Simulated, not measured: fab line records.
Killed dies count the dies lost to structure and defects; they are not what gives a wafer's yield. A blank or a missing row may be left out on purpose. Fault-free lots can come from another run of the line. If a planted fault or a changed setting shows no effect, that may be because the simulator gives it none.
2 desks looking at one fault | flow sky130 | numbers are kept per desk, each desk with only its own; the story behind them comes last

## TOOL OWNER'S DESK, cmp-01
The tool's own readings at SKY_VIA2_CMP_02 (polishes SiO2): means of the sampled wafers that have a number, for each lot that ran on this tool. Any lot whose mean is over 4 standard deviations away from the usual mean is out of limits and marked OUT; that distance is given in the brackets.
Columns: A = edgeZonePressureFrac at SKY_VIA2_CMP_02, usual 1.000; B = headPressurePsi at SKY_VIA2_CMP_02, usual 4.000 psi; C = motorCurrentA at SKY_VIA2_CMP_02, usual 11.5 A; D = retainingRingPressureFrac at SKY_VIA2_CMP_02, usual 1.000; E = slurryFilterDpKPa at SKY_VIA2_CMP_02, usual 13.48 kPa
lot  | first seen here | A     | B     | C    | D     | E
L707 | day 38 23:43    | 1.004 | 4.006 | 11.5 | 0.997 | 13.39
L719 | day 42 05:21    | 1.003 | 3.999 | 11.1 | 1.000 | 13.39
Result from this desk: across the 2 lots, nothing is out of limits.

## THE METROLOGY DESK
Means of the sampled wafers that have a number, per lot and without regard to the tool the lot ran on: this is what the gauges read. Any lot whose mean is over 4 standard deviations away from the usual mean is out of limits and marked OUT; that distance is given in the brackets. Shown here are 7 of its 9 readings, the ones lying furthest out on some lot.
Columns: A = cdNm at SKY_METAL2_CD_MEAS_15, usual 140.0 nm; B = VIA2_BOW at SKY_VIA2_BOW_MEAS_03, usual 86 um; C = cdNm at SKY_VIA2_CD_MEAS_12, usual 199.4 nm; D = VIA2_OVL at SKY_VIA2_OVL_MEAS_13, usual 7 nm; E = VIA2_W_RS at SKY_VIA2_RS_MEAS_22, usual 0.2759 ohm/sq; F = VIA2_W_THK at SKY_VIA2_THK_MEAS_23, usual 418 nm; G = CAPM_CVD_00_THK at SKY_CAPM_THK_MEAS_01, usual 15.47 nm
lot  | first seen here | A     | B  | C     | D  | E      | F   | G
L699 | day 36 11:45    | 141.6 | 97 | 200.4 | 11 | 0.2797 | 421 | 15.74
L707 | day 38 22:37    | 140.1 | 84 | 196.9 | 10 | 0.2739 | 421 | 15.49
L711 | day 40 01:34    | 138.3 | 92 | 200.1 | 5  | 0.2803 | 407 | 15.28
L718 | day 42 03:26    | 142.4 | 92 | 198.8 | 13 | 0.2761 | 421 | 15.69
L719 | day 42 04:04    | 139.9 | 87 | 197.6 | 14 | 0.2750 | 416 | 15.42
Result from this desk: across the 5 lots, nothing is out of limits.

## BROUGHT TOGETHER
The desk of the tool owner found nothing out of limits.
Nothing out of limits was seen by the metrology desk.

## WHAT THE SIMULATOR HAD INSERTED
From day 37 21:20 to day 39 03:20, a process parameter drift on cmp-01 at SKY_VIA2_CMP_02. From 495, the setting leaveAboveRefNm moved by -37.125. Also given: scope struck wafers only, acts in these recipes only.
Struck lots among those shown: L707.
